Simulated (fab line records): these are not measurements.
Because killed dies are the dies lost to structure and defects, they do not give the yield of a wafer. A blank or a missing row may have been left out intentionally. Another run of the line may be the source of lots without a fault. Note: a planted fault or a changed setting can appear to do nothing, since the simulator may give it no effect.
The tool behind it: which one?	flow gf180mcu	Sampling: 13 lots, 39 wafers, 4 of 602 route steps

WHAT EACH GAUGE READ, for each wafer
GF_VT_IMPLANT_OVL_MEAS_40.
lot	measured	on	VT_IMPLANT_03_OVL (nm)
L278	day 7 09:11	overlay-01	1.0 -1.4 0.2
L279	day 7 15:44	overlay-01	-1.8 -1.4 -0.3
L281	day 8 19:04	overlay-01	0.2 -2.2 -2.2
L284	day 9 19:01	overlay-01	0.5 0.4 0.9
L285	day 10 01:16	overlay-01	0.3 1.6 1.7
L286	day 10 00:10	overlay-01	-2.3 -2.0 -1.9
L287	day 10 13:23	overlay-02	-0.5 -1.0 -0.8
L288	day 10 17:52	overlay-01	0.0 -1.2 -0.3
L289	day 10 20:20	overlay-01	-1.6 1.3 0.1
L290	day 11 01:55	overlay-01	-1.1 -1.8 -0.8
L293	day 11 22:10	overlay-01	-0.5 1.2 0.1
L296	day 12 15:22	overlay-02	-0.4 -1.2 -0.1
L301	day 14 00:03	overlay-01	-1.0 -2.9 -1.2

WHICH TOOL RAN EACH LOT (tool, then ch and the chambers of the sampled wafers, then the start)
lot	GF_STI_ETCH_13	GF_NWELL_IMPLANT_09	GF_VT_IMPLANT_STRIP_09
L278	rieDiel-04 ch 0,2,3, day 2 01:04	implanter-01 ch 0, day 3 07:40	plasmaAsher-01 ch 0,1, day 5 12:32
L279	rieDiel-04 ch 1,2,3, day 2 06:14	implanter-03 ch 0, day 3 11:34	plasmaAsher-02 ch 0,1, day 5 18:32
L281	rieDiel-03 ch 0,1,3, day 2 17:29	implanter-02 ch 0, day 4 09:01	plasmaAsher-02 ch 0,1, day 6 18:26
L284	rieDiel-01 ch 0,1,2, day 3 11:25	implanter-02 ch 0, day 5 03:14	plasmaAsher-02 ch 0,1, day 7 16:46
L285	rieDiel-03 ch 1,3, day 3 18:31	implanter-03 ch 0, day 5 09:10	plasmaAsher-03 ch 0,1, day 7 22:53
L286	rieDiel-01 ch 0,2,3, day 3 18:44	implanter-02 ch 0, day 5 08:50	plasmaAsher-02 ch 0, day 7 22:35
L287	rieDiel-04 ch 0,1,2, day 4 03:25	implanter-03 ch 0, day 5 18:27	plasmaAsher-01 ch 0,1, day 8 10:20
L288	rieDiel-01 ch 1,3, day 4 09:07	implanter-01 ch 0, day 5 22:46	plasmaAsher-03 ch 0,1, day 8 14:20
L289	rieDiel-01 ch 1,2,3, day 4 12:47	implanter-03 ch 0, day 6 00:45	plasmaAsher-03 ch 0,1, day 8 17:11
L290	rieDiel-03 ch 0,1,3, day 4 16:37	implanter-02 ch 0, day 6 03:49	plasmaAsher-03 ch 1, day 8 20:13
L293	rieDiel-03 ch 1,3, day 5 09:01	implanter-02 ch 0, day 6 20:34	plasmaAsher-01 ch 0, day 9 14:09
L296	rieDiel-04 ch 0,1,2, day 5 22:17	implanter-02 ch 0, day 7 11:05	plasmaAsher-03 ch 0,1, day 10 07:10
L301	rieDiel-01 ch 0,1, day 7 01:29	implanter-03 ch 0, day 8 14:02	plasmaAsher-02 ch 0,1, day 11 12:47
- GF_STI_ETCH_13: etches the open film in CHF3/O2, stops on Si, target depth 282.31 nm, time 112.9 s.
- GF_NWELL_IMPLANT_09
- GF_VT_IMPLANT_STRIP_09: strips in O2/N2.

WHAT THE TOOLS THEMSELVES READ (means of the sampled wafers that have a number; where no wafer has one, the mark that the record gives instead)
GF_STI_ETCH_13.
lot	tool	drypumpMotorCurrentA (A)	oesProductAu (a.u.)	throttleValvePct (%)
L278	rieDiel-04	5.6	0.828	8.811
L279	rieDiel-04	5.8	0.831	8.816
L281	rieDiel-03	5.6	0.835	8.816
L284	rieDiel-01	5.9	0.829	8.805
L285	rieDiel-03	5.2	0.826	8.815
L286	rieDiel-01	5.9	0.832	8.812
L287	rieDiel-04	5.6	0.831	8.800
L288	rieDiel-01	5.9	0.828	8.807
L289	rieDiel-01	5.9	0.835	8.815
L290	rieDiel-03	5.5	0.832	8.810
L293	rieDiel-03	5.2	0.837	8.824
L296	rieDiel-04	5.6	0.833	8.802
L301	rieDiel-01	5.9	0.835	8.809

GF_NWELL_IMPLANT_09.
lot	tool	beamEnergyKeV	beamOnS (s)	tiltDeg (degrees)
L278	implanter-01	160.03	9.97	0.006
L279	implanter-03	159.97	9.99	-0.036
L281	implanter-02	160.01	10.06	-0.026
L284	implanter-02	160.02	9.92	0.003
L285	implanter-03	159.97	10.03	0.003
L286	implanter-02	160.05	9.83	0.002
L287	implanter-03	160.00	9.93	-0.002
L288	implanter-01	159.95	10.03	-0.009
L289	implanter-03	159.99	9.87	0.028
L290	implanter-02	159.98	9.86	-0.015
L293	implanter-02	174.15	10.03	0.009
L296	implanter-02	174.14	10.00	0.004
L301	implanter-03	160.04	10.11	-0.021

GF_VT_IMPLANT_STRIP_09.
lot	tool	drypumpMotorCurrentA (A)	heaterPowerW (W)	n2FlowSccm (sccm)	oesProductAu (a.u.)	stripTimeToEndpointS (s)
L278	plasmaAsher-01	5.8	317	300.9	0.714	12.65
L279	plasmaAsher-02	5.8	359	299.5	0.716	12.65
L281	plasmaAsher-02	5.9	355	299.5	0.716	12.66
L284	plasmaAsher-02	5.9	360	298.2	0.713	12.62
L285	plasmaAsher-03	5.9	332	299.8	0.720	12.65
L286	plasmaAsher-02	5.4	348	299.0	0.714	12.61
L287	plasmaAsher-01	5.8	315	299.1	0.712	12.64
L288	plasmaAsher-03	5.9	342	300.4	0.715	12.66
L289	plasmaAsher-03	5.9	344	299.4	0.715	12.60
L290	plasmaAsher-03	5.8	320	301.3	0.711	12.57
L293	plasmaAsher-01	5.6	291	300.2	0.716	12.62
L296	plasmaAsher-03	5.9	338	299.2	0.717	12.63
L301	plasmaAsher-02	6.3	381	299.8	0.711	12.58

THE ANSWER, worked out from the rows above alone
Rule: what is usual is taken from the lots themselves. Put in order of their means at a reading, lots are off if they are a third of the lots or fewer, leave a main group of 4 or more, and stand apart from it by a gap of 3 or more times the standard deviation of the main group's means; of several such gaps the widest counts. If all means in a main group match to the digits the tables above print for the reading, that group is not used. Also off: a lot with no number at a reading for which 4 or more lots have one. All remaining lots with rows at the step are treated as sound. After the gauges, taken in route order, come the tools' own readings; for these a lot's mean is taken, as printed above. The first step at which some lot is off is used, and at that step the reading that is off furthest; a lot without a number counts as furthest.
Off: L293, L296, at GF_NWELL_IMPLANT_09 (beamEnergyKeV). The main group has a mean of 160.00 with a standard deviation of 0.031.
If a tool, at that step or one of the process steps before it, ran each lot that is off and ran no sound lot following the first of them, it fits. One candidate fits, namely implanter-02 at GF_NWELL_IMPLANT_09. Its last sound lot is L290 (day 6 03:49), its first lot that is off L293 (day 6 20:34): a fault that began between those two fits.
The tool's own readings at GF_NWELL_IMPLANT_09 bear it out: on the lots that are off they differ by more than 5 times the standard deviation of the sound lots' means. beamEnergyKeV reads 174.14 there against 160.00 on the sound lots.

WHAT HAD BEEN PUT IN BY THE SIMULATOR
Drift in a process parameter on implanter-02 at GF_NWELL_IMPLANT_09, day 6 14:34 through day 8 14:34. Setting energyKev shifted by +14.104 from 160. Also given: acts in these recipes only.
Struck lots among those shown: L293, L296. The rule given above showed the same thing.
